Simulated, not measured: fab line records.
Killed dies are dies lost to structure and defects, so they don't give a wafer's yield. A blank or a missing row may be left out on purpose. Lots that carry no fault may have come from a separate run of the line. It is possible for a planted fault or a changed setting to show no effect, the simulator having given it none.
Matching of chambers | flow gf180mcu | cmp-01 running GF_V3_CMP_04: 4 sister chambers
The step polishes SiO2. 8 wafers are shown with their chamber, then 8 later ones without.

## WAFERS WITH THEIR CHAMBER
wafer  | chamber | motorCurrentA (A) | slurryFlowMlMin
L771.4 | 2       | 11.4              | 150.3
L777.4 | 2       | 11.3              | 150.2
L780.3 | 1       | 12.1              | 149.4
L780.4 | 3       | 11.6              | 150.3
L783.2 | 1       | 11.7              | 149.9
L783.3 | 0       | 11.9              | 150.4
L783.6 | 0       | 11.5              | 150.4
L786.1 | 3       | 11.4              | 149.7

## WAFERS MISSING THEIR CHAMBER
wafer  | motorCurrentA (A) | slurryFlowMlMin
L786.2 | 12.8              | 150.0
L786.4 | 12.4              | 150.0
L787.1 | 12.0              | 150.5
L787.5 | 11.2              | 150.7
L787.6 | 12.5              | 150.3
L793.3 | 11.1              | 150.0
L793.5 | 12.4              | 149.5
L793.6 | 10.8              | 149.7

## THE CHAMBER EACH PASSED THROUGH
wafer  | from the rows above               | in truth
L786.2 | can't be placed: 1 or 0 or 3      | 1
L786.4 | can't be placed: 1 or 0 or 3      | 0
L787.1 | can't be placed: 0 or 3 or 1 or 2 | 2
L787.5 | can't be placed: 2 or 0 or 3      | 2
L787.6 | can't be placed: 1 or 0 or 3 or 2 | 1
L793.3 | can't be placed: 2 or 3 or 0      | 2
L793.5 | 1                                 | 1
L793.6 | can't be placed: 2 or 3 or 0 or 1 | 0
Placed correctly: 1 of 8. These rows do not allow placing 7 (true chamber among the candidates in 7). Wrongly placed: 0.
How it was worked out, from the rows above alone: a wafer's distance from a chamber is the root of the sum, over the readings, of the square of ((its reading less the chamber's mean) divided by the reading's scatter). If the next closest chamber is less than 2 further off than the closest, the wafer can't be placed; otherwise it belongs to the closest. For every chamber, the mean is computed from those of its wafers that are shown. How the scatter is found: for the shown wafers, subtract from each reading the mean of its chamber, square and add these, divide the total by (wafers less chambers), then take the root.
